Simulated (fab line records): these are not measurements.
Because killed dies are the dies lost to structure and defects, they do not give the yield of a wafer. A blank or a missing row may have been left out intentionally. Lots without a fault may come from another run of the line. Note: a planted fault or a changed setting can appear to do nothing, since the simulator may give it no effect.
fab line records ; flow sfq-line
record lots=15; wafers=45; last-day=84
route steps=325 shown I0@54 M1@66 I1@81
lots untouched by any fault: they come from a run of this same line in which no faults occurred
start-h: hours from the record's first day to the start of the lot's first wafer shown ; wait-h: hours since the lot's step before ; " repeats the value in the row above ; L1.1+2: a single row standing in for several wafers ; - either no value or no given start ; * or withheld: withheld ; < > ~ a bound
route shown NAME@n: NAME is a module with steps in the file, n the number in the route of the first one ; usual: mean/standard deviation taken from wafers without a fault ; same: alike in all rows ; chamber/n: place in a boat ; sites: readings site by site ; _std_site: the standard deviation of these ; _edge_site: outer sites' mean less inner sites' ; radius-mm: for every site, how far away it sits from the centre of the wafer ; mask NAME#n: copy n ; behind: the most recent tool/chamber to have shaped the wafer ; hold: what put the lot on hold/how long, in hours/how the hold closed ; device: which transistor (n, p or np) failed to switch ; end of line: the route-end tests of the same wafers ; a step without rows: its recipe alone ; killed: dies lost to structure and defects at the first sort, not the wafer's yield ; map: shows each die of a wafer: x if killed, . if not, _ if none is there
set.NAME: the setting that was run; set.NAME@STEP: the one run at that earlier step ; model.NAME: the simulator's own value behind a step, which no gauge read
steps of the route over a sample of lots; a table a step, a row a wafer
services: the hour from which a tool's chamber was out of use, counted from the record's first day as start-h (under 0 if before that day), plus the number of hours and why
## steps
# step SFQ_TRILAYER_I0_VIA_BARC_OPEN_VIA_ETCH_046
# recipe mask-material=PR; chemistry=O2; target-depth-nm=125; target=BARC; source-w=518.8; bias-w=80; pressure-mtorr=30; time-s=41.7
# usual drypump-motor-current-A=5.66/0.24; oes-product-au=0.680/0.0047
# same time-s=41.7
lot.wafer;tool;chamber;start-h;wait-h;drypump-motor-current-A;oes-product-au;rf-hours-counter-h
L856.2;rie-diel-01;2;213.17;0.0;5.80;0.675;3
L856.5;rie-diel-01;1;213.17;0.0;5.04;0.679;-
L856.6;rie-diel-01;0;213.17;0.0;6.08;0.681;-
L857.1;rie-diel-04;1;220.37;0.0;5.35;0.676;34
L857.2;rie-diel-04;3;220.37;0.0;5.81;0.682;58
L857.4;rie-diel-04;2;220.37;0.0;5.75;0.683;125
L858.1;rie-diel-04;2;225.23;0.0;5.79;0.673;125
L858.2;rie-diel-04;1;225.23;0.0;5.35;0.681;35
L858.5;rie-diel-04;0;225.23;0.0;5.68;0.676;-
L859.2;rie-diel-01;3;234.77;0.0;5.91;0.682;0
L859.3;rie-diel-01;2;234.77;0.0;5.79;0.678;4
L859.4;rie-diel-01;1;234.77;0.0;5.04;0.682;121
L860.4;rie-diel-03;1;239.57;0.0;5.61;0.679;62
L860.5;rie-diel-03;0;239.57;0.0;5.44;0.680;-
L860.6;rie-diel-03;3;239.57;0.0;5.82;0.684;-
L861.2;rie-diel-03;2;244.37;0.0;5.75;0.680;52
L861.4;rie-diel-03;0;244.37;0.0;5.47;0.681;-
L861.5;rie-diel-03;2;244.37;0.0;5.76;0.690;-
L864.2;rie-diel-03;1;263.12;0.0;5.63;0.690;62
L864.3;rie-diel-03;3;263.12;0.0;5.82;0.678;4
L864.6;rie-diel-03;1;263.12;0.0;5.65;0.680;-
L865.3;rie-diel-03;3;273.92;0.0;5.82;0.674;4
L865.5;rie-diel-03;0;273.92;0.0;5.44;0.686;-
L865.6;rie-diel-03;1;273.92;0.0;5.62;0.690;-
L866.2;rie-diel-03;0;278.72;0.0;5.44;0.669;59
L866.5;rie-diel-03;0;278.72;0.0;5.44;0.678;-
L866.6;rie-diel-03;1;278.72;0.0;5.59;0.680;-
L867.4;rie-diel-03;0;285.92;0.0;5.43;0.679;59
L867.5;rie-diel-03;0;285.92;0.0;5.44;0.681;-
L867.6;rie-diel-03;3;285.92;0.0;5.82;0.680;-
L869.1;rie-diel-03;0;304.15;0.0;5.43;0.667;59
L869.2;rie-diel-03;2;304.15;0.0;5.76;0.677;53
L869.6;rie-diel-03;2;304.15;0.0;5.76;0.677;-
L870.1;rie-diel-03;1;316.15;0.0;5.60;0.686;63
L870.2;rie-diel-03;2;316.15;0.0;5.75;0.681;53
L870.4;rie-diel-03;3;316.15;0.0;5.79;0.684;5
L871.3;rie-diel-01;1;324.87;0.0;5.04;0.683;-
L871.4;rie-diel-01;0;324.87;0.0;6.08;0.684;-
L871.6;rie-diel-01;1;324.87;0.0;5.05;0.673;-
L872.1;rie-diel-03;1;328.45;0.0;5.64;0.682;64
L872.3;rie-diel-03;0;328.45;0.0;5.44;0.688;60
L872.5;rie-diel-03;2;328.45;0.0;5.78;0.683;-
L879.1;rie-diel-04;0;372.65;0.0;5.71;0.674;47
L879.4;rie-diel-04;2;372.65;0.0;5.74;0.683;0
L879.5;rie-diel-04;0;372.65;0.0;5.72;0.681;-
# step SFQ_TRILAYER_M1_LITHO_PEB_042
# recipe peb-temp-c=115; peb-time-s=61.81; resist=KrF
# usual chill-plate-temp-C=22.99/0.1; exhaust-pa=45.0/0.97; plate-sensor-t-centre-C=115.95/0.011; plate-sensor-t-edge-C=116.08/0.0095
lot.wafer;tool;chamber;start-h;wait-h;chill-plate-temp-C;exhaust-pa;plate-sensor-t-centre-C;plate-sensor-t-edge-C
L856.2;litho-track-02;0;281.54;0.8;23.05;45.0;115.94;116.07
L856.5;litho-track-02;0;281.54;0.8;22.98;45.4;115.95;116.08
L856.6;litho-track-02;0;281.54;0.8;22.96;44.5;115.95;116.09
L857.1;litho-track-02;0;289.91;1.0;22.88;42.5;115.96;116.09
L857.2;litho-track-02;0;289.91;1.0;22.97;44.2;115.96;116.09
L857.4;litho-track-02;0;289.91;1.0;23.07;43.5;115.93;116.1
L858.1;litho-track-02;0;295.91;1.0;22.92;45.4;115.93;116.08
L858.2;litho-track-02;0;295.91;1.0;22.87;45.2;115.95;116.07
L858.5;litho-track-02;0;295.91;1.0;22.83;44.8;115.93;116.09
L859.2;litho-track-03;0;306.84;0.9;23.16;45.7;115.96;116.08
L859.3;litho-track-03;0;306.84;0.9;23.13;45.0;115.96;116.08
L859.4;litho-track-03;0;306.84;0.9;23.21;47.0;115.95;116.06
L860.4;litho-track-01;0;312.79;0.5;22.77;43.9;115.96;116.09
L860.5;litho-track-01;0;312.79;0.5;23.00;43.8;115.95;116.08
L860.6;litho-track-01;0;312.79;0.5;22.95;44.5;115.93;116.09
L861.2;litho-track-03;0;321.09;0.8;22.91;43.8;115.96;116.08
L861.4;litho-track-03;0;321.09;0.8;23.09;43.4;115.92;116.09
L861.5;litho-track-03;0;321.09;0.8;22.96;44.7;115.95;116.09
L864.2;litho-track-03;0;339.09;0.8;22.95;45.4;115.95;116.08
L864.3;litho-track-03;0;339.09;0.8;23.05;46.2;115.93;116.08
L864.6;litho-track-03;0;339.09;0.8;22.96;44.1;115.96;116.08
L865.3;litho-track-01;0;355.49;0.7;22.86;45.2;115.94;116.07
L865.5;litho-track-01;0;355.49;0.7;22.86;45.6;115.95;116.08
L865.6;litho-track-01;0;355.49;0.7;22.89;42.8;115.94;116.08
L866.2;litho-track-02;0;362.67;0.8;22.89;46.6;115.95;116.1
L866.5;litho-track-02;0;362.67;0.8;23.10;45.5;115.96;116.07
L866.6;litho-track-02;0;362.67;0.8;23.04;44.9;115.94;116.1
L867.4;litho-track-03;0;367.52;0.5;23.07;44.2;115.95;116.08
L867.5;litho-track-03;0;367.52;0.5;23.08;45.5;115.93;116.1
L867.6;litho-track-03;0;367.52;0.5;23.12;44.0;115.97;116.09
L869.1;litho-track-01;0;389.40;1.0;22.96;43.1;115.96;116.09
L869.2;litho-track-01;0;389.40;1.0;23.06;44.2;115.97;116.09
L869.6;litho-track-01;0;389.40;1.0;22.97;44.0;115.98;116.1
L870.1;litho-track-03;0;402.74;1.0;23.04;47.2;115.94;116.09
L870.2;litho-track-03;0;402.74;1.0;22.75;44.6;115.96;116.07
L870.4;litho-track-03;0;402.74;1.0;22.94;45.1;115.95;116.09
L871.3;litho-track-03;0;411.19;0.7;22.98;44.0;115.95;116.08
L871.4;litho-track-03;0;411.19;0.7;22.97;45.5;115.96;116.09
L871.6;litho-track-03;0;411.19;0.7;23.10;46.0;115.95;116.08
L872.1;litho-track-02;0;416.69;1.0;23.00;45.2;115.94;116.09
L872.3;litho-track-02;0;416.69;1.0;23.13;45.1;115.95;116.09
L872.5;litho-track-02;0;416.69;1.0;22.81;45.1;115.95;116.1
L879.1;litho-track-03;0;463.29;1.0;23.02;45.4;115.94;116.08
L879.4;litho-track-03;0;463.29;1.0;22.98;46.7;115.94;116.1
L879.5;litho-track-03;0;463.29;1.0;23.06;46.5;115.96;116.09
# step SFQ_TRILAYER_M1_ETCH_METAL_ETCH_042
# recipe target=Nb; stop-on=SiO2; mask-material=PR; chemistry=Cl2/Ar; target-depth-nm=240; icp-w=600; bias-w=80; pressure-mtorr=10; time-s=120
# usual drypump-motor-current-A=5.5/0.43; oes-product-au=0.894/0.0078
# same time-s=120
lot.wafer;tool;chamber;start-h;wait-h;drypump-motor-current-A;oes-product-au;rf-hours-counter-h
L856.2;rie-metal-02;0;281.91;0.0;4.7;0.886;6
L856.5;rie-metal-02;1;281.91;0.0;5.4;0.904;-
L856.6;rie-metal-02;0;281.91;0.0;4.7;0.900;-
L857.1;rie-metal-02;0;290.34;0.0;4.7;0.895;9
L857.2;rie-metal-02;1;290.34;0.0;5.4;0.895;6
L857.4;rie-metal-02;1;290.34;0.0;5.4;0.894;-
L858.1;rie-metal-04;1;296.31;0.0;5.6;0.892;10
L858.2;rie-metal-04;0;296.31;0.0;6.1;0.890;45
L858.5;rie-metal-04;0;296.31;0.0;6.1;0.894;-
L859.2;rie-metal-04;0;307.23;0.1;6.1;0.909;48
L859.3;rie-metal-04;1;307.23;0.1;5.7;0.902;-
L859.4;rie-metal-04;0;307.23;0.1;6.1;0.900;-
L860.4;rie-metal-03;0;313.15;0.1;5.5;0.893;-
L860.5;rie-metal-03;0;313.15;0.1;5.5;0.894;-
L860.6;rie-metal-03;1;313.15;0.1;5.3;0.895;-
L861.2;rie-metal-04;0;321.47;0.0;6.1;0.892;50
L861.4;rie-metal-04;0;321.47;0.0;6.1;0.894;-
L861.5;rie-metal-04;1;321.47;0.0;5.7;0.897;-
L864.2;rie-metal-04;1;339.47;0.0;5.6;0.894;18
L864.3;rie-metal-04;0;339.47;0.0;6.1;0.895;-
L864.6;rie-metal-04;1;339.47;0.0;5.6;0.888;-
L865.3;rie-metal-03;1;355.88;0.1;5.3;0.897;-
L865.5;rie-metal-03;1;355.88;0.1;5.3;0.899;-
L865.6;rie-metal-03;0;355.88;0.1;5.5;0.901;-
L866.2;rie-metal-03;1;363.14;0.1;5.3;0.882;-
L866.5;rie-metal-03;1;363.14;0.1;5.3;0.892;-
L866.6;rie-metal-03;1;363.14;0.1;5.3;0.896;-
L867.4;rie-metal-04;1;367.88;0.1;5.7;0.903;-
L867.5;rie-metal-04;1;367.88;0.1;5.7;0.896;-
L867.6;rie-metal-04;0;367.88;0.1;6.1;0.886;-
L869.1;rie-metal-04;0;389.79;0.0;6.1;0.905;61
L869.2;rie-metal-04;1;389.79;0.0;5.7;0.901;26
L869.6;rie-metal-04;1;389.79;0.0;5.7;0.896;-
L870.1;rie-metal-03;1;403.14;0.0;5.3;0.898;93
L870.2;rie-metal-03;0;403.14;0.0;5.5;0.896;156
L870.4;rie-metal-03;0;403.14;0.0;5.5;0.890;-
L871.3;rie-metal-02;1;411.58;0.1;5.4;0.897;-
L871.4;rie-metal-02;0;411.58;0.1;4.7;0.908;-
L871.6;rie-metal-02;1;411.58;0.1;5.4;0.895;-
L872.1;rie-metal-04;1;417.09;0.0;5.6;0.893;31
L872.3;rie-metal-04;1;417.09;0.0;5.6;0.901;-
L872.5;rie-metal-04;0;417.09;0.0;6.1;0.893;-
L879.1;rie-metal-03;1;463.75;0.1;5.4;0.879;104
L879.4;rie-metal-03;1;463.75;0.1;5.4;0.878;-
L879.5;rie-metal-03;1;463.75;0.1;5.3;0.887;-
# step SFQ_TRILAYER_I1_VIA_LITHO_PEB_052
# recipe peb-temp-c=115; peb-time-s=60; resist=KrF
# usual chill-plate-temp-C=23.01/0.11; exhaust-pa=45.0/0.82
lot.wafer;tool;chamber;start-h;wait-h;chill-plate-temp-C;exhaust-pa
L856.2;litho-track-02;0;360.33;0.8;22.97;44.1
L856.5;litho-track-02;0;360.33;0.8;22.98;44.1
L856.6;litho-track-02;0;360.33;0.8;22.96;44.2
L857.1;litho-track-01;0;369.94;1.0;22.87;44.7
L857.2;litho-track-01;0;369.94;1.0;23.01;42.3
L857.4;litho-track-01;0;369.94;1.0;23.03;44.2
L858.1;litho-track-04;0;379.51;1.0;22.96;44.5
L858.2;litho-track-04;0;379.51;1.0;23.03;45.2
L858.5;litho-track-04;0;379.51;1.0;22.91;45.2
L859.2;litho-track-04;0;387.93;0.8;22.97;44.3
L859.3;litho-track-04;0;387.93;0.8;23.04;44.2
L859.4;litho-track-04;0;387.93;0.8;22.97;45.1
L860.4;litho-track-02;0;400.43;0.5;23.13;45.7
L860.5;litho-track-02;0;400.43;0.5;23.06;44.4
L860.6;litho-track-02;0;400.43;0.5;23.11;43.9
L861.2;litho-track-04;0;402.78;0.8;22.97;45.9
L861.4;litho-track-04;0;402.78;0.8;22.90;43.5
L861.5;litho-track-04;0;402.78;0.8;22.96;45.2
L864.2;litho-track-04;0;426.67;0.8;22.97;44.5
L864.3;litho-track-04;0;426.67;0.8;23.17;46.1
L864.6;litho-track-04;0;426.67;0.8;23.00;44.7
L865.3;litho-track-01;0;495.98;0.7;23.13;44.8
L865.5;litho-track-01;0;495.98;0.7;23.09;44.9
L865.6;litho-track-01;0;495.98;0.7;23.11;45.4
L866.2;litho-track-02;0;501.96;0.8;22.95;46.7
L866.5;litho-track-02;0;501.96;0.8;23.06;45.2
L866.6;litho-track-02;0;501.96;0.8;23.07;44.8
L867.4;litho-track-01;0;510.21;0.5;23.11;44.9
L867.5;litho-track-01;0;510.21;0.5;23.24;46.0
L867.6;litho-track-01;0;510.21;0.5;23.07;45.2
L869.1;litho-track-04;-;526.93;1.0;-;-
L869.2;litho-track-04;-;526.93;1.0;-;-
L869.6;litho-track-04;-;526.93;1.0;-;-
L870.1;litho-track-01;-;537.73;1.0;-;-
L870.2;litho-track-01;-;537.73;1.0;-;-
L870.4;litho-track-01;-;537.73;1.0;-;-
L871.3;litho-track-04;-;547.38;0.7;-;-
L871.4;litho-track-04;-;547.38;0.7;-;-
L871.6;litho-track-04;-;547.38;0.7;-;-
L872.1;litho-track-02;0;550.93;1.0;22.93;44.2
L872.3;litho-track-02;0;550.93;1.0;23.21;44.9
L872.5;litho-track-02;0;550.93;1.0;23.19;44.9
L879.1;litho-track-04;0;598.18;1.0;22.97;45.1
L879.4;litho-track-04;0;598.18;1.0;22.96;46.3
L879.5;litho-track-04;0;598.18;1.0;22.94;46.4
## services
tool;chamber;start-h;hours;kind
rie-metal-03;-;199.59;1.2;repair
rie-diel-01;1;199.88;13.0;repair
rie-diel-03;0;204.67;5.7;repair
rie-metal-03;-;227.05;0.3;repair
rie-diel-03;-;233.29;5.4;repair
rie-diel-01;3;239.02;18.7;repair
rie-diel-03;1;241.84;4.4;repair
rie-metal-02;-;250.08;14.6;pm
rie-metal-03;0;259.94;22.7;repair
rie-metal-03;-;276.41;28.1;pm
rie-metal-03;-;324.33;2.8;pm
rie-diel-03;0;345.74;8.5;repair
rie-metal-04;-;357.87;6.5;repair
rie-metal-03;0;359.94;11.6;repair
rie-diel-03;2;382.87;4.2;repair
rie-diel-03;3;403.83;132.0;repair
rie-diel-03;-;421.53;27.6;repair
rie-diel-03;2;437.59;23.8;repair
rie-diel-03;1;484.79;5.7;repair
rie-metal-04;-;552.34;2.8;pm
rie-diel-03;0;552.61;2.6;repair
rie-metal-03;1;554.65;3.9;repair
rie-diel-03;3;557.98;10.3;repair
rie-diel-03;0;585.46;8.7;repair
## key
first-sign step=SFQ_TRILAYER_I1_VIA_LITHO_PEB_052; reading=tool-record; direction=missing
effect none on later readings
met-at SFQ_TRILAYER_I1_VIA_LITHO_PEB_052
struck-lots L869,L870,L871
not-acting-at SFQ_TRILAYER_I0_VIA_BARC_OPEN_VIA_ETCH_046,SFQ_TRILAYER_M1_LITHO_PEB_042,SFQ_TRILAYER_M1_ETCH_METAL_ETCH_042
onset-between 510.21 526.93
fault kind=skipped-step-whole; tool=litho-track-01,litho-track-04; chamber=-; onset-h=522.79; steps=SFQ_TRILAYER_I1_VIA_LITHO_PEB_052; scope=struck-lots-only
